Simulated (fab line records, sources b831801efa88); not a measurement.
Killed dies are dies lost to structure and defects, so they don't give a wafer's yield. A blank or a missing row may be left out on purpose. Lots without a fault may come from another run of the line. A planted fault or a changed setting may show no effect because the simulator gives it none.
A struck lot beside a sound one | flow sky130 | 14 steps out of a route of 708
Sound: wafers L553.2, L553.3, L553.6. Struck: wafers L559.2, L559.5, L559.6. The cause comes at the end.
At each step with rows: each side's tool, then ch and its chambers, then its first start. Under that, the readings that differ: sound wafers | struck wafers | difference of the means | sigmas: that difference in standard deviations of wafers without a fault.
alike: readings whose means differ by less than 2 such deviations, and words and numbers that are the same on both sides. not compared: withheld readings, readings that some wafer has no value for, bounds like >300 that may hide the same value, and numbers for which the record gives no deviation and whose values overlap.
The two part at a step that has a row with sigmas, a row that says differs or no value, or rows on one side only. Numbers that don't overlap but have no deviation are shown without sigmas and don't part them. A reading that every wafer of one side lacks parts them only if that side has two wafers or more.

SKY_CAP2M_OVL_MEAS_12:
  sound on overlay-01, day 43 07:34; struck on overlay-02, day 44 19:39
  alike: CAP2M_OVL
SKY_CAP2M_METAL_ETCH_13: etches TiN in Cl2/BCl3, stops on SiO2, target depth 220 nm, time 62.9 s.
  sound on rie_metal-01 ch 1, day 43 07:36; struck on rie_metal-04 ch 0,1, day 44 19:41
  reading               | sound             | struck            | difference | sigmas
  oes_product_au (a.u.) | 0.922 0.931 0.921 | 0.957 0.950 0.934 | +0.022     | +3
  alike: bias_w, drypump_motor_current_A, throttle_valve_pct
  not compared: rf_hours_counter_h
SKY_CAP2M_STRIP_14: strips in O2/N2.
  sound on plasma_asher-04 ch 0,1, day 43 07:40; struck on plasma_asher-04 ch 0,1, day 44 19:46
  alike: drypump_motor_current_A, oes_product_au, strip_time_to_endpoint_s
  not compared: rf_hours_counter_h
then, 9 steps without rows for these wafers: SKY_CAP2M_STRIP_15 (strips in post etch residue remover, time 1200 s); SKY_CAP2M_CLEAN_16 (cleans in IPA, time 180 s); SKY_CAP2M_CLEAN_17 (cleans in O3/DIW); SKY_METAL4_DEHYDRATE_05 (time 60 s); SKY_METAL4_HMDS_06 (prime time 60 s); SKY_METAL4_COAT_07 (resist thk 60 nm); SKY_METAL4_COAT_08 (resist thk 1140 nm); SKY_METAL4_SOFTBAKE_09 (time 90 s); SKY_METAL4_EXPOSE_10 (exposes mask MM4, target cd 300 nm).
SKY_METAL4_PEB_11:
  sound on litho_track-03 ch 0, day 44 06:00; struck on litho_track-01, day 45 16:00
  reading         | sound          | struck | difference                    | sigmas
  exhaust_pa (Pa) | 45.6 46.3 45.5 | - - -  | no value on the struck wafers |
  not compared: chill_plate_temp_C
then, 1 step without rows for these wafers: SKY_METAL4_DEVELOP_12 (develop time 60 s).

WHERE THEY PART
First at SKY_CAP2M_METAL_ETCH_13; last, within this record, at SKY_METAL4_PEB_11.

WHY: what the simulator had put in
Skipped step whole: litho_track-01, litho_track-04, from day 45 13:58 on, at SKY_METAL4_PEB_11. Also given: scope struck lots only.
